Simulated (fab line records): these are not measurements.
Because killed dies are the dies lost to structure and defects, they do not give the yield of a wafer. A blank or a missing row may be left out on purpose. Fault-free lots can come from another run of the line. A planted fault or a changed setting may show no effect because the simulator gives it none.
A struck lot beside a sound one -- flow sky130 -- 16 steps out of a route of 708
Sound: the wafers L927.1, L927.3, L927.6. Struck: wafer L920.5 (left out: L920.3, L920.4 of the same lot, which were not struck); the cause appears at the end.
Each step with rows lists, per side, the tool, then ch with its chambers, then its first start. Under that, the readings that differ: sound wafers -- struck wafers -- difference of the means -- sigmas: that difference in standard deviations of wafers without a fault.
alike: readings with means less than 2 such deviations apart, plus words and numbers identical on both sides. not compared: withheld readings, readings lacking a value on some wafer, bounds such as >300 that could conceal the same value, and numbers that have no deviation in the record and whose values overlap.
The two part at a step that has a row with sigmas, a row that says differs or no value, or rows on one side only. Non-overlapping numbers with no deviation appear without sigmas and do not part them. A reading missing from all wafers of one side parts the sides only when that side holds two or more wafers.

SKY_VIA3_BOW_MEAS_03:
  sound on film metro-04 at day 42 02:46; struck on film metro-02 at day 40 08:56
  alike: VIA3_BOW
then, 8 steps without rows for these wafers: SKY_VIA3_DEHYDRATE_04 (time 60 s); SKY_VIA3_HMDS_05 (prime time 60 s); SKY_VIA3_COAT_06 (resist thk 60 nm); SKY_VIA3_COAT_07 (resist thk 450 nm); SKY_VIA3_SOFTBAKE_08 (time 90 s); SKY_VIA3_EXPOSE_09 (exposes mask VIM3, target cd 200 nm); SKY_VIA3_PEB_10; SKY_VIA3_DEVELOP_11 (develop time 60 s).
SKY_VIA3_CD_MEAS_12: target cd 200 nm.
  sound on cd sem-01 at day 43 01:22; struck on cd sem-02 at day 41 08:58
  alike: cd nm
SKY_VIA3_OVL_MEAS_13:
  sound on overlay-01 at day 43 01:29; struck on overlay-01 at day 41 09:04
  alike: VIA3_OVL
SKY_VIA3_ETCH_14: etches BARC in N2/H2, stops on SiO2, time 45.9 s, target depth 60 nm.
  sound on rie diel-02 ch 0,1,3, day 43 01:31; struck on rie diel-04 ch 0, day 41 09:05
reading,sound,struck,difference,sigmas
drypump motor current A (A),5.8 6.2 5.3,6.7,+0.9,+2
  alike: oes product au, throttle valve pct
  not compared: rf hours counter h
SKY_VIA3_ETCH_15: etches SiO2 in C4F8/O2/Ar, stops on TiN, target depth 507 nm, time 75.38 s.
  sound on rie diel-02 ch 0,1,3, day 43 01:34; struck on rie diel-04 ch 0, day 41 09:08
reading,sound,struck,difference,sigmas
oes product au (a.u.),0.975 0.960 0.968,0.870,-0.098,-21
model.etch.depth nm (nm),465.5 465.1 465,387.3,-77.9,
model.VIA3.feature depth nm (nm),465.5 465.1 465,387.3,-77.9,
model.KrF-thick_of_VIA3_COAT_07.thk nm (nm),292.2 295.5 293.1,314.4,+20.8,
  not compared: rf hours counter h
SKY_VIA3_STRIP_16: strips in O2/N2.
  sound on plasma asher-01 ch 0, day 43 01:37; struck on plasma asher-04 ch 0, day 41 09:13
reading,sound,struck,difference,sigmas
drypump motor current A (A),4.8 4.8 4.8,6.4,+1.6,+2
oes product au (a.u.),0.401 0.401 0.404,0.413,+0.011,+3
strip time to endpoint s (s),4.130 4.171 4.142,4.387,+0.239,+9
  not compared: rf hours counter h
then, 1 step without rows for these wafers: SKY_VIA3_STRIP_17 (strips in post etch residue remover, time 1200 s).
-- the record jumps here: 6 days lie between the struck wafers' starts before and after (it left off in module VIA3 and takes up again in module PAD_OPEN, whose first step shown is number 708 of the route) --
SKY_PAD_OPEN_PROBE_99:
  sound on prober-02 at day 48 16:20; struck on prober-01 at day 47 05:20
reading,sound,struck,difference,sigmas
killed_at_M4_up,2 4 3,8,+5,+3
killed short,28 40 34,46,+12,+2
model.etest.tester.sort n pass,427 413 404,0,-415,
model.etest.tester.sort yield pct (%),86.79 83.94 82.11,0,-84,
model.etest.tester.sort_bin_5_pct (%),9.146 10.77 11.79,91.06,+80.49,
model.etest.nfet_01v8_turned.under floor,0 0 0,1,+1,
model.etest.res li.open,0 0 0,1,+1,
model.etest.met1 comb.under floor,0 0 0,1,+1,
model.etest.nfet_16v.open,0 0 0,1,+1,
model.etest.diode ndiff fingers.under floor,0 0 0,1,+1,
  alike: defect limited yield, killed_at_M0_to_M3, killed at contacts, killed at front end, killed at other, killed dies, killed open

WHERE THEY PART
Earliest at SKY_VIA3_ETCH_14; latest, in this record, at SKY_PAD_OPEN_PROBE_99.

WHY: what the simulator had put in
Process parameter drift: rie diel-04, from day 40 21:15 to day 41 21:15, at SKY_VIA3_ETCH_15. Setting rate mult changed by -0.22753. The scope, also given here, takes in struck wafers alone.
